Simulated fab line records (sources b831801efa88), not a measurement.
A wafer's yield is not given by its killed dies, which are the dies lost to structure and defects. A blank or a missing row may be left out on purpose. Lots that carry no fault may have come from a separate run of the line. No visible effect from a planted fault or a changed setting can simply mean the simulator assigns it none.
Which tool did it? -- flow sfq line -- 42 wafers from 14 lots sampled at 2 of the route's 325 steps

WHAT THE GAUGES READ, wafer by wafer
SFQ_M7_OVL_MEAS_945. Usual: M7_OVL typically reads 0 nm, with standard deviation 6.5.
lot,measured,on,M7_OVL (nm),flag
L444,day 72 23:40,overlay-01,-2 -4 -6,
L445,day 73 00:52,overlay-01,7 -1 5,
L447,day 73 03:16,overlay-01,-7 5 -10,
L448,day 75 23:08,overlay-01,-1 -1 -1,
L449,day 76 01:32,overlay-01,8 8 7,
L454,day 82 02:04,overlay-01,-11 -6 -16,
L455,day 82 06:46,overlay-01,5 1 -4,
L456,day 82 09:10,overlay-01,-6 -1 -14,
L458,day 82 19:10,overlay-01,-5 -4 -8,
L459,day 87 03:11,overlay-01,-2 1 2,
L460,day 88 00:47,overlay-01,6 3 11,
L462,day 89 00:55,overlay-02,-5 -1 -2,
L463,day 89 08:11,overlay-02,-2 3 -2,
L464,day 89 14:11,overlay-02,4 4 4,

EACH LOT AND THE TOOL THAT RAN IT (in order: tool; ch and the chambers of the sampled wafers; start)
lot,SFQ_TRILAYER_I5_STRIP_STRIP_148
L444,"rie metal-01 ch 0,1, day 68 12:11"
L445,"rie metal-03 ch 0,1, day 68 13:23"
L447,"rie metal-03 ch 0,1, day 68 16:59"
L448,"rie metal-04 ch 0, day 68 22:59"
L449,"rie metal-04 ch 0, day 69 02:42"
L454,"rie metal-01 ch 0,1, day 74 06:04"
L455,"rie metal-01 ch 0,1, day 74 10:52"
L456,"rie metal-01 ch 0,1, day 75 16:53"
L458,"rie metal-04 ch 0,1, day 78 20:06"
L459,"rie metal-04 ch 0,1, day 79 15:25"
L460,"rie metal-01 ch 0,1, day 80 11:20"
L462,"rie metal-04 ch 0,1, day 81 21:04"
L463,"rie metal-03 ch 0,1, day 82 13:06"
L464,"rie metal-04 ch 0,1, day 82 22:42"
- SFQ_TRILAYER_I5_STRIP_STRIP_148: strips in O2.

WHAT THE TOOLS THEMSELVES READ (means of the sampled wafers that have a number; where no wafer has one, the mark that the record gives instead)
SFQ_TRILAYER_I5_STRIP_STRIP_148. Usual: drypump motor current A 6.03 A, standard deviation 0.19; oes product au 1.004 a.u., standard deviation 0.0069.
lot,tool,drypump motor current A (A),oes product au (a.u.),flag
L444,rie metal-01,6.03,1.003,
L445,rie metal-03,6.24,1.002,
L447,rie metal-03,6.28,1.002,
L448,rie metal-04,5.80,0.996,
L449,rie metal-04,5.80,1.000,
L454,rie metal-01,6.03,1.007,
L455,rie metal-01,6.07,1.001,
L456,rie metal-01,6.05,1.012,
L458,rie metal-04,5.87,1.007,
L459,rie metal-04,5.89,1.004,
L460,rie metal-01,6.07,0.991,
L462,rie metal-04,5.86,1.003,
L463,rie metal-03,6.26,1.001,
L464,rie metal-04,5.94,1.006,

THE ANSWER, worked out from the rows above alone
Rule: take the mean of a lot's wafers that have a number; if it is more than 3 standard deviations from the usual mean, the lot is off. A lot without any number at a reading at which 4 lots or more have one is off too. The other lots that the step has rows for count as sound. Order of review: gauges by route order, followed by the tools' own readings, for which a lot's mean as printed above is used. At the first step where some lot is off, the reading lying furthest off is the one used; lots without a number count as furthest.
No lot is off at any reading shown: from this, nothing can be told.

WHAT HAD BEEN PUT IN BY THE SIMULATOR
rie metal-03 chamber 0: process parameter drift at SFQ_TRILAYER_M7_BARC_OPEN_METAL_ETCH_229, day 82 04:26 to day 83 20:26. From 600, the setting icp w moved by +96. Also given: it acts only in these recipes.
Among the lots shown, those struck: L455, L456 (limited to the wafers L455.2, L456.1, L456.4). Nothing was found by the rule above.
